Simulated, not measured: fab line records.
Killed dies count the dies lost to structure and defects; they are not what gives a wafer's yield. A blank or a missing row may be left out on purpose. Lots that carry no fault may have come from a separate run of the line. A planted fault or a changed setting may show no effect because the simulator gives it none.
Matching of chambers || flow gf180mcu || GF_V4_CMP_26 on cmp-01: 4 sister chambers
The step polishes, stops on SiO2, t overpolish 15 s, target thk 0 nm. 4 wafers are shown with their chamber, then 9 later ones without.

## EACH WAFER AND ITS CHAMBER
{"wafer": "L244.6", "chamber": 3, "motor-current-A (A)": 10.9}
{"wafer": "L245.5", "chamber": 0, "motor-current-A (A)": 12.2}
{"wafer": "L246.4", "chamber": 1, "motor-current-A (A)": 10.3}
{"wafer": "L246.6", "chamber": 2, "motor-current-A (A)": 10.8}

## WAFERS WITHOUT THEIR CHAMBER
{"wafer": "L259.3", "motor-current-A (A)": 11.5}
{"wafer": "L259.4", "motor-current-A (A)": 10.4}
{"wafer": "L259.6", "motor-current-A (A)": 11.2}
{"wafer": "L260.1", "motor-current-A (A)": 10.1}
{"wafer": "L260.4", "motor-current-A (A)": 11.5}
{"wafer": "L260.6", "motor-current-A (A)": 10.0}
{"wafer": "L262.2", "motor-current-A (A)": 11.0}
{"wafer": "L262.5", "motor-current-A (A)": 11.4}
{"wafer": "L262.6", "motor-current-A (A)": 11.4}

## EACH ONE'S CHAMBER
{"wafer": "L259.3", "from the rows above": "can't be placed: 3 or 0 or 2 or 1", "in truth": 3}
{"wafer": "L259.4", "from the rows above": "can't be placed: 1 or 2 or 3", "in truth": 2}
{"wafer": "L259.6", "from the rows above": "can't be placed: 3 or 2 or 1 or 0", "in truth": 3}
{"wafer": "L260.1", "from the rows above": "can't be placed: 1 or 2 or 3", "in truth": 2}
{"wafer": "L260.4", "from the rows above": "can't be placed: 3 or 0 or 2 or 1", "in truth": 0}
{"wafer": "L260.6", "from the rows above": "can't be placed: 1 or 2 or 3", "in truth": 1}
{"wafer": "L262.2", "from the rows above": "can't be placed: 3 or 2 or 1", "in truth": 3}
{"wafer": "L262.5", "from the rows above": "can't be placed: 3 or 2 or 0 or 1", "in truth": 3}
{"wafer": "L262.6", "from the rows above": "can't be placed: 3 or 2 or 0 or 1", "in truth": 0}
Placed correctly: 0 of 9. Cannot be placed on the basis of these rows: 9; the candidates contain the true chamber in 9. Placed wrongly: 0.
How it was worked out, from the rows above alone: a wafer's distance from a chamber is the root of the sum, over the readings, of the square of ((its reading less the chamber's mean) divided by the reading's scatter). The wafer belongs to the nearest chamber; if the next one is less than 2 further off, it can't be placed. A chamber's mean is the mean of its shown wafers. The scatter: root of mean squared gap, hidden wafer to nearest shown wafer, with one shown wafer a chamber.
